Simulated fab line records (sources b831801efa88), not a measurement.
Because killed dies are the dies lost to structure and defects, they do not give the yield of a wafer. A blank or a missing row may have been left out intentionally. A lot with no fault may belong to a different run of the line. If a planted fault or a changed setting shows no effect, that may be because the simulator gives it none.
Matching of chambers || flow gf180mcu || rieSi-01 running GF_POLY_GATE_ETCH_13: 4 sister chambers
The step etches poly-Si in HBr/Cl2, stops on SiO2, target depth 198.5 nm, time 69.6 s. 14 wafers are shown with their chamber, then 7 later ones without.

EACH WAFER AND ITS CHAMBER
{"wafer": "L968.4", "chamber": 1, "drypumpMotorCurrentA (A)": 5.4, "oesProductAu (a.u.)": 0.979, "runLengthS (s)": 98.2}
{"wafer": "L968.5", "chamber": 1, "drypumpMotorCurrentA (A)": 5.4, "oesProductAu (a.u.)": 0.981, "runLengthS (s)": 97.9}
{"wafer": "L968.6", "chamber": 2, "drypumpMotorCurrentA (A)": 6.4, "oesProductAu (a.u.)": 0.988, "runLengthS (s)": 98.2}
{"wafer": "L969.1", "chamber": 2, "drypumpMotorCurrentA (A)": 6.3, "oesProductAu (a.u.)": 0.991, "runLengthS (s)": 98.1}
{"wafer": "L969.2", "chamber": 3, "drypumpMotorCurrentA (A)": 5.2, "oesProductAu (a.u.)": 1.000, "runLengthS (s)": 98.5}
{"wafer": "L969.4", "chamber": 0, "drypumpMotorCurrentA (A)": 5.8, "oesProductAu (a.u.)": 1.000, "runLengthS (s)": 98.2}
{"wafer": "L973.1", "chamber": 2, "drypumpMotorCurrentA (A)": 6.3, "oesProductAu (a.u.)": 0.991, "runLengthS (s)": 98.7}
{"wafer": "L973.2", "chamber": 0, "drypumpMotorCurrentA (A)": 5.8, "oesProductAu (a.u.)": 0.998, "runLengthS (s)": 98.3}
{"wafer": "L973.3", "chamber": 1, "drypumpMotorCurrentA (A)": 5.4, "oesProductAu (a.u.)": 0.987, "runLengthS (s)": 97.8}
{"wafer": "L978.3", "chamber": 1, "drypumpMotorCurrentA (A)": 5.4, "oesProductAu (a.u.)": 0.984, "runLengthS (s)": 98.2}
{"wafer": "L978.4", "chamber": 3, "drypumpMotorCurrentA (A)": 5.2, "oesProductAu (a.u.)": 1.001, "runLengthS (s)": 99.2}
{"wafer": "L978.5", "chamber": 3, "drypumpMotorCurrentA (A)": 5.2, "oesProductAu (a.u.)": 0.999, "runLengthS (s)": 98.3}
{"wafer": "L987.1", "chamber": 3, "drypumpMotorCurrentA (A)": 5.2, "oesProductAu (a.u.)": 0.983, "runLengthS (s)": 98.7}
{"wafer": "L987.2", "chamber": 2, "drypumpMotorCurrentA (A)": 6.4, "oesProductAu (a.u.)": 0.978, "runLengthS (s)": 98.2}

SIGNATURES, as means of the wafers listed above
{"reading": "drypumpMotorCurrentA", "chamber 0": 5.800, "chamber 1": 5.400, "chamber 2": 6.350, "chamber 3": 5.200, "scatter within a chamber": 0.0316}
{"reading": "oesProductAu", "chamber 0": 0.99900, "chamber 1": 0.98275, "chamber 2": 0.98700, "chamber 3": 0.99575, "scatter within a chamber": 0.0061}
{"reading": "runLengthS", "chamber 0": 98.250, "chamber 1": 98.025, "chamber 2": 98.300, "chamber 3": 98.675, "scatter within a chamber": 0.283}
Rule: for each reading, subtract the chamber's mean from the wafer's reading, divide by that reading's scatter and square the result; add these up over the readings and take the root, which gives the wafer's distance from the chamber. The wafer belongs to the nearest chamber; if the next one is less than 2 further off, it can't be placed. How the scatter is found: for the shown wafers, subtract from each reading the mean of its chamber, square and add these, divide the total by (wafers less chambers), then take the root.

WAFERS WHOSE CHAMBER IS MISSING
{"wafer": "L987.5", "drypumpMotorCurrentA (A)": 5.2, "oesProductAu (a.u.)": 0.985, "runLengthS (s)": 98.8}
{"wafer": "L988.3", "drypumpMotorCurrentA (A)": 5.2, "oesProductAu (a.u.)": 0.991, "runLengthS (s)": 98.6}
{"wafer": "L988.4", "drypumpMotorCurrentA (A)": 6.4, "oesProductAu (a.u.)": 0.993, "runLengthS (s)": 98.1}
{"wafer": "L988.5", "drypumpMotorCurrentA (A)": 5.7, "oesProductAu (a.u.)": 1.000, "runLengthS (s)": 98.1}
{"wafer": "L991.2", "drypumpMotorCurrentA (A)": 5.8, "oesProductAu (a.u.)": 0.992, "runLengthS (s)": 98.5}
{"wafer": "L991.5", "drypumpMotorCurrentA (A)": 5.2, "oesProductAu (a.u.)": 0.989, "runLengthS (s)": 99.3}
{"wafer": "L991.6", "drypumpMotorCurrentA (A)": 6.4, "oesProductAu (a.u.)": 0.984, "runLengthS (s)": 98.4}

THE CHAMBER EACH PASSED THROUGH
{"wafer": "L987.5", "from the rows above": 3, "in truth": 3}
{"wafer": "L988.3", "from the rows above": 3, "in truth": 3}
{"wafer": "L988.4", "from the rows above": 2, "in truth": 2}
{"wafer": "L988.5", "from the rows above": 0, "in truth": 0}
{"wafer": "L991.2", "from the rows above": 0, "in truth": 0}
{"wafer": "L991.5", "from the rows above": 3, "in truth": 3}
{"wafer": "L991.6", "from the rows above": 2, "in truth": 2}
Placed correctly: 7 of 7. Can't be placed from these rows: 0. Number placed wrongly: 0.
